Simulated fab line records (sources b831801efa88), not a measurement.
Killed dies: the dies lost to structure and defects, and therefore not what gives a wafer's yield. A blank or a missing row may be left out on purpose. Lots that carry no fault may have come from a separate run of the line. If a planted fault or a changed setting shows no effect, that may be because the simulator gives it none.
The tool behind it: which one? + flow sky130 + 11 lots, 33 wafers sampled, at 3 steps of a route of 708

## WHAT EACH GAUGE READ, for each wafer
SKY_CONTACT_RS_MEAS_25: the measuring method here is four-point-probe.
| lot  | measured     | on            | CONTACT_W_RS (ohm/sq) |
|------|--------------|---------------|-----------------------|
| L510 | day 31 13:17 | film-metro-01 | 0.338 0.329 0.335     |
| L512 | day 32 05:35 | film-metro-01 | 0.341 0.339 0.342     |
| L513 | day 32 17:10 | film-metro-03 | 0.338 0.340 0.337     |
| L514 | day 32 19:39 | film-metro-01 | 0.339 0.342 0.336     |
| L516 | day 34 01:23 | film-metro-01 | 0.338 0.338 0.338     |
| L521 | day 36 05:55 | film-metro-02 | 0.345 0.345 0.346     |
| L526 | day 36 18:44 | film-metro-02 | 0.345 0.248 0.250     |
| L528 | day 37 12:32 | film-metro-01 | 0.342 0.349 0.342     |
| L532 | day 38 20:19 | film-metro-02 | 0.338 0.332 0.341     |
| L531 | day 38 20:37 | film-metro-03 | 0.336 0.331 0.334     |
| L533 | day 38 23:13 | film-metro-03 | 0.331 0.336 0.331     |

## WHICH TOOL RAN EACH LOT (tool, then ch and the chambers of the sampled wafers, then the start)
| lot  | SKY_CONTACT_ETCH_16                | SKY_CONTACT_CVD_24            |
|------|------------------------------------|-------------------------------|
| L510 | rie-diel-03 ch 0,1,2, day 31 12:20 | cvd-w-01 ch 0,1, day 31 13:10 |
| L512 | rie-diel-02 ch 0,2,3, day 32 04:41 | cvd-w-02 ch 0,1, day 32 05:28 |
| L513 | rie-diel-01 ch 0,2, day 32 16:16   | cvd-w-01 ch 0, day 32 17:03   |
| L514 | rie-diel-01 ch 0,1,3, day 32 18:46 | cvd-w-01 ch 0,1, day 32 19:32 |
| L516 | rie-diel-03 ch 1,2,3, day 34 00:29 | cvd-w-02 ch 0,1, day 34 01:16 |
| L521 | rie-diel-01 ch 1,2,3, day 36 05:01 | cvd-w-02 ch 0,1, day 36 05:48 |
| L526 | rie-diel-03 ch 1,3, day 36 17:49   | cvd-w-01 ch 0,1, day 36 18:37 |
| L528 | rie-diel-03 ch 0,1, day 37 11:37   | cvd-w-02 ch 0,1, day 37 12:25 |
| L532 | rie-diel-01 ch 1,2,3, day 38 19:19 | cvd-w-02 ch 0,1, day 38 20:12 |
| L531 | rie-diel-02 ch 0,1,3, day 38 19:41 | cvd-w-02 ch 0,1, day 38 20:30 |
| L533 | rie-diel-03 ch 1,2, day 38 22:19   | cvd-w-02 ch 0,1, day 38 23:05 |
- SKY_CONTACT_ETCH_16: etches BARC in N2/H2, stops on SiO2, time 45.9 s, target depth 60 nm.
- SKY_CONTACT_CVD_24: deposits W, target thk 340 nm, time 102.12 s.

## THE ANSWER, worked out from the rows above alone
Rule: usual is defined by the lots themselves. Put in order of their means at a reading, lots are off if they are a third of the lots or fewer, leave a main group of 4 or more, and stand apart from it by a gap of 3 or more times the standard deviation of the main group's means; of several such gaps the widest counts. If all means in a main group match to the digits the tables above print for the reading, that group is not used. A lot without any number at a reading at which 4 lots or more have one is off too. All remaining lots with rows at the step are treated as sound.
Off: at SKY_CONTACT_RS_MEAS_25 (CONTACT_W_RS), L526. Main group: mean 0.338 ohm/sq, sd 0.0041.
A tool fits if, at a process step before that reading, it ran every lot that is off, and no sound lot after the first of them. Gauges at SKY_CONTACT_RS_MEAS_25: tried the same way as those tools. One fits: SKY_CONTACT_CVD_24 on cvd-w-01. Its last sound lot is L514 (day 32 19:32), its first lot that is off L526 (day 36 18:37): a fault that began between those two fits.

## WHAT THE SIMULATOR HAD INSERTED
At SKY_CONTACT_CVD_24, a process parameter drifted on cvd-w-01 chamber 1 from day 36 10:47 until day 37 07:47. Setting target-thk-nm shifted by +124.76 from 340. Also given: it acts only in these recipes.
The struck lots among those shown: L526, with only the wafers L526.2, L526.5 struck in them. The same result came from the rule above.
